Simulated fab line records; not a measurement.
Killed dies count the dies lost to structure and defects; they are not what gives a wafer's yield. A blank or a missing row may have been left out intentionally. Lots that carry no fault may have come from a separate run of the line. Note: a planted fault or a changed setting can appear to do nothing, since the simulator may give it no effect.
Comparing a struck lot with a sound one :: flow sky130 :: 15 out of 708 route steps
Sound: the wafers L337.1, L337.3, L337.6. Wafers struck: L340.4, L340.5, L340.6. The cause is given at the end.
Each step with rows lists, per side, the tool, then ch with its chambers, then its first start. Under that, the readings that differ: sound wafers :: struck wafers :: difference of the means :: sigmas: that difference in standard deviations of wafers without a fault.
alike: readings whose means differ by less than 2 such deviations, and words and numbers that are the same on both sides. not compared: withheld readings, readings that some wafer has no value for, bounds like >300 that may hide the same value, and numbers for which the record gives no deviation and whose values overlap.
The two part at a step that has a row with sigmas, a row that says differs or no value, or rows on one side only. Non-overlapping numbers with no deviation appear without sigmas and do not part them. A reading that every wafer of one side lacks parts them only if that side has two wafers or more.

SKY_NWELL_OVL_MEAS_10:
  sound: overlay-01 at day 6 17:44; struck: overlay-01 at day 7 09:53
  alike: NWELL_00_OVL
then, 3 steps without rows for these wafers: SKY_NWELL_IMPLANT_11; SKY_NWELL_IMPLANT_12; SKY_NWELL_IMPLANT_13.
SKY_NWELL_STRIP_14: strips in O2/N2.
  sound on plasmaAsher-03 ch 1, day 6 18:13; struck on plasmaAsher-01 ch 0,1, day 7 10:24
  alike: drypumpMotorCurrentA, n2FlowSccm, oesProductAu, stripTimeToEndpointS
  not compared: rfHoursCounterH
SKY_NWELL_TW_MEAS_15:
  sound: filmMetro-01 at day 6 18:19; struck: filmMetro-01 at day 7 10:29
  alike: NWELL_TW
then, 6 steps without rows for these wafers: SKY_NWELL_DEHYDRATE_16 (time 60 s); SKY_NWELL_HMDS_17 (prime time 60 s); SKY_NWELL_COAT_18 (resist thk 3000 nm); SKY_NWELL_SOFTBAKE_19; SKY_NWELL_EXPOSE_20 (exposes mask NWM COMPLEMENT, target cd 840 nm); SKY_NWELL_PEB_21.
SKY_NWELL_DEVELOP_22: develop time 60 s.
  sound on lithoTrack-02 ch 0, day 7 13:00; struck on lithoTrack-02 ch 0, day 8 06:00
reading: developerTempC (C)
sound: 22.95 22.89 22.93
struck: 25.42 25.32 25.30
difference: +2.42
sigmas: +24
SKY_NWELL_OVL_MEAS_23:
  sound: overlay-01 at day 7 14:02; struck: overlay-02 at day 8 06:30
  alike: NWELL_01_OVL
following that, these wafers have no rows for 1 step: SKY_PAD_OPEN_PROBE_99.

## WHERE THEY PART
Within this record, at SKY_NWELL_DEVELOP_22 only. Later steps at which nothing parts them and some readings are alike: SKY_NWELL_OVL_MEAS_23.

WHY: what had been put in by the simulator
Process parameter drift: lithoTrack-02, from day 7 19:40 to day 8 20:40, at SKY_NWELL_DEVELOP_22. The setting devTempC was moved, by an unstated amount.
